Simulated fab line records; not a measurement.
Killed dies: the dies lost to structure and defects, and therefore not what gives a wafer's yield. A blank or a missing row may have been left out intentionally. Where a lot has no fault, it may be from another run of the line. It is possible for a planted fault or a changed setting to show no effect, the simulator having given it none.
2 desks looking at one fault -- flow gf180mcu -- numbers are kept per desk, each desk with only its own; the story behind them comes last

AT THE METROLOGY DESK
What the gauges read for every lot (on any tool): the sampled wafers with a number, averaged. Marked OUT: a lot whose mean sits more than 4 standard deviations from the usual mean, which makes it out of limits; the brackets give that distance.
Columns: A = INCOMING_BOW at GF_STI_BOW_MEAS_00, usual 0 um; B = VT_IMPLANT_01_OVL at GF_VT_IMPLANT_OVL_MEAS_18, usual 0.2 nm
lot,first seen here,A,B
L117,day 1 10:01,-1,-1.4
L118,day 1 15:01,-2,-0.9
L119,day 1 20:00,-2,0.6
L121,day 2 06:00,-1,1.4
L125,day 3 02:00,-6,0.2
L126,day 3 07:00,-3,1.1
L132,day 4 13:01,6,0.0
L133,day 4 18:00,-3,1.1
L134,day 4 23:00,3,0.7
L135,day 5 04:01,6,1.3
L138,day 5 19:04,-1,1.5
L139,day 6 00:00,1,1.9
L140,day 6 05:00,1,-0.7
Result from this desk: across the 13 lots, nothing is out of limits.

TOOL OWNER'S DESK, litho-track-02
The tool's own readings at GF_MVPSD_COAT_02 (resist thk 3000 nm): means of the sampled wafers that have a number, for each lot that ran on this tool. Marked OUT: a lot whose mean sits more than 4 standard deviations from the usual mean, which makes it out of limits; the brackets give that distance.
Columns: A = chill-plate-temp-C at GF_MVPSD_COAT_02, usual 22.97 C; B = exhaust-pa at GF_MVPSD_COAT_02, usual 45.0 Pa
lot,first seen here,A,B
L118,day 4 23:28,22.89,45.3
L126,day 6 22:41,23.02,44.4
L132,day 8 09:49,22.95,44.9
L133,day 8 14:56,23.00,45.5
L134,day 8 20:53,23.05,45.5
Result from this desk: across the 5 lots, nothing is out of limits.

BROUGHT TOGETHER
Metrology desk: nothing out of limits seen.
The desk of the tool owner found nothing out of limits.

WHAT WAS PUT IN BY THE SIMULATOR
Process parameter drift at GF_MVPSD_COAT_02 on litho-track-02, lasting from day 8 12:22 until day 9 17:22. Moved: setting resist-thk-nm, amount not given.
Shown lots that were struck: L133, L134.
